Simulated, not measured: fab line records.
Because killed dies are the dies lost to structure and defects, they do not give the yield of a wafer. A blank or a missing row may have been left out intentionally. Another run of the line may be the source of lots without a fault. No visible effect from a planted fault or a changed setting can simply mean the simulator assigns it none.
One fault through the eyes of 2 desks ; flow gf180mcu ; what lay behind the numbers comes last; until then each desk has only its own

## DESK OF THE TOOL OWNER: lithoTrack-02
The tool's own readings at GF_VT_IMPLANT_DEVELOP_17 (develop time 60 s): means of the sampled wafers that have a number, for each lot that ran on this tool. A lot is out of limits, marked OUT, if its mean lies more than 4 standard deviations from the usual mean; the brackets give that distance.
Columns: A = resistLineTempC at GF_VT_IMPLANT_DEVELOP_17, usual 23.01 C
lot;first seen here;A
L585;day 6 18:23;22.87
L586;day 7 00:57;23.03
L592;day 8 15:21;22.92
L594;day 9 05:12;22.98
L599;day 10 10:03;23.01
L601;day 11 00:44;22.97
This desk's verdict: no lot among the 6 shows anything out of limits.

## AT THE METROLOGY DESK
What the gauges read for every lot (on any tool): the sampled wafers with a number, averaged. A lot is out of limits, marked OUT, if its mean lies more than 4 standard deviations from the usual mean; the brackets give that distance.
Columns: A = STI_CVD_03_THK at GF_STI_THK_MEAS_04, usual 206.7 nm; B = VT_IMPLANT_01_OVL at GF_VT_IMPLANT_OVL_MEAS_18, usual 0.1 nm; C = VT_IMPLANT_2_TW at GF_VT_IMPLANT_TW_MEAS_21, usual 1198; D = HV_LDD_02_OVL at GF_HV_LDD_OVL_MEAS_32, usual -0.1 nm
lot;first seen here;A;B;C;D
L585;day 1 23:34;208.3;0.9;1207;-0.0
L586;day 2 04:55;206.3;0.4;1187;2.6
L590;day 3 00:50;207.6;1.8;1195;0.4
L591;day 3 07:29;204.9;-1.0;1188;-0.3
L592;day 3 11:48;208.7;-0.3;1191;-2.5
L594;day 3 21:50;209.4;-2.6;615 (-83) OUT;-1.6
L595;day 4 01:35;204.1;-0.0;1194;2.2
L596;day 4 08:12;205.9;-0.1;1200;-0.3
L599;day 4 21:34;207.6;0.0;616 (-83) OUT;-0.5
L601;day 5 07:35;209.2;1.2;807 (-56) OUT;1.4
L604;day 5 22:34;205.8;0.2;1190;-1.1
L605;day 6 04:03;205.5;0.9;1199;1.3
L606;day 6 09:29;206.9;0.3;1190;0.0
This desk's finding: out of limits on L594, L599, L601; first on L594, day 9 05:37 (VT_IMPLANT_2_TW at GF_VT_IMPLANT_TW_MEAS_21). In limits: L585, L586, L590, L591, L592, L595, L596, L604, L605, L606.

## PUT TOGETHER
Metrology desk: alarm possible at day 9 05:37 on L594, L599, L601.
The desk of the tool owner found nothing out of limits.
On record at the tool owner's desk: L594, L599, L601, within its limits.
On lithoTrack-02, each named lot ran GF_VT_IMPLANT_DEVELOP_17.

## WHAT THE SIMULATOR HAD PUT IN
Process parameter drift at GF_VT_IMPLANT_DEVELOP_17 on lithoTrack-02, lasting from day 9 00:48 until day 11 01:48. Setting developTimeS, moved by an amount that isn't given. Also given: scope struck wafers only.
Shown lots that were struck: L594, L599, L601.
Per desk, hours elapsed from the start of the fault to the first reading out of limits: for the metrology desk, 5.
